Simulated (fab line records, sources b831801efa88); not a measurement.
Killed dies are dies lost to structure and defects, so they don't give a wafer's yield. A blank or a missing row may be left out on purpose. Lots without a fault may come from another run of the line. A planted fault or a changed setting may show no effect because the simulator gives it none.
Which tool did it? | flow sky130 | 11 lots, 33 wafers sampled, at 3 steps of a route of 708

WHAT THE GAUGES READ, wafer by wafer
SKY_FIELD_ISO_CD_MEAS_13: target cd 150 nm. Usual: cd_nm 150.4 nm, standard deviation 1.5.
lot  | measured    | on        | cd_nm (nm)        | flag
L978 | day 2 04:34 | cd_sem-01 | 151.8 151.2 151.5 |
L981 | day 2 21:03 | cd_sem-02 | 150.9 149.6 149.6 |
L982 | day 3 01:30 | cd_sem-02 | 150.1 149.2 148.9 |
L986 | day 3 21:39 | cd_sem-02 | 149.3 149.7 150.2 |
L987 | day 4 03:40 | cd_sem-01 | 152.1 151.1 150.5 |
L989 | day 4 13:11 | cd_sem-01 | 150.4 151.1 149.7 |
L990 | day 4 18:45 | cd_sem-02 | 151.3 150.1 150.6 |
L996 | day 6 01:55 | cd_sem-01 | 147.6 147.7 147.3 |
L997 | day 6 06:23 | cd_sem-02 | 153.6 153.6 154.2 |
L999 | day 6 18:44 | cd_sem-02 | 150.5 150.1 150.4 |
L101 | day 7 03:17 | cd_sem-01 | 149.3 149.7 148.8 |

SKY_PWDE_OVL_MEAS_07. Usual: PWDE_OVL -1.7 nm, standard deviation 1.4.
lot  | measured    | on         | PWDE_OVL (nm)  | flag
L978 | day 3 19:47 | overlay-01 | -2.7 -0.1 -2.3 |
L981 | day 4 12:07 | overlay-02 | -4.9 -5.4 -3.8 |
L982 | day 4 18:20 | overlay-01 | -0.8 1.1 -0.8  |
L986 | day 5 14:11 | overlay-01 | 0.2 -1.1 0.8   |
L987 | day 5 23:50 | overlay-01 | -0.1 -1.1 -1.4 |
L989 | day 6 07:20 | overlay-01 | -1.4 -1.9 -1.3 |
L990 | day 6 13:25 | overlay-02 | -2.2 -0.5 0.3  |
L996 | day 7 21:07 | overlay-01 | -0.8 -0.6 -0.5 |
L997 | day 8 01:58 | overlay-01 | -0.1 -0.6 1.0  |
L999 | day 8 16:04 | overlay-02 | -0.5 -2.3 -1.4 |
L101 | day 8 23:41 | overlay-01 | 0.7 -0.1 -0.5  |

SKY_SONOS_ONO_THK_MEAS_03. Usual: SONOS_ONO_CVD_02_THK 10.48 nm, standard deviation 0.15.
lot  | measured     | on            | SONOS_ONO_CVD_02_THK (nm) | flag
L978 | day 11 08:19 | film_metro-01 | 10.72 10.74 10.51         |
L981 | day 12 03:35 | film_metro-02 | 10.61 10.61 10.59         |
L982 | day 12 13:17 | film_metro-01 | 10.57 10.59 10.58         |
L986 | day 13 15:07 | film_metro-01 | 10.36 10.32 10.32         |
L987 | day 14 04:28 | film_metro-03 | 10.53 10.71 10.57         |
L989 | day 14 13:56 | film_metro-01 | 10.41 10.34 10.35         |
L990 | day 14 20:17 | film_metro-02 | 10.58 10.70 10.46         |
L996 | day 16 20:23 | film_metro-01 | 10.57 10.52 10.63         |
L997 | day 17 02:13 | film_metro-02 | 10.33 10.27 10.31         |
L999 | day 18 00:32 | film_metro-01 | 10.21 10.39 10.23         |
L101 | day 18 16:20 | film_metro-01 | 10.56 10.53 10.57         |

WHICH TOOL RAN EACH LOT (tool, then ch and the chambers of the sampled wafers, then the start)
The record holds no process step before these readings.

WHAT THE TOOLS THEMSELVES READ (means of the sampled wafers that have a number; where no wafer has one, the mark that the record gives instead)
The record holds no such reading with a usual standard deviation.

THE ANSWER, worked out from the rows above alone
Rule: a lot is off if the mean of its wafers that have a number lies more than 3 standard deviations from the usual mean. A lot without any number at a reading at which 4 lots or more have one is off too. The other lots that the step has rows for count as sound. The gauges are gone through in route order, then the tools' own readings, and for those a lot's mean is taken as printed above. The first step at which some lot is off is used, and at that step the reading that is off furthest; a lot without a number counts as furthest.
No lot is off at any reading shown: from this, nothing can be told.

WHAT THE SIMULATOR HAD PUT IN
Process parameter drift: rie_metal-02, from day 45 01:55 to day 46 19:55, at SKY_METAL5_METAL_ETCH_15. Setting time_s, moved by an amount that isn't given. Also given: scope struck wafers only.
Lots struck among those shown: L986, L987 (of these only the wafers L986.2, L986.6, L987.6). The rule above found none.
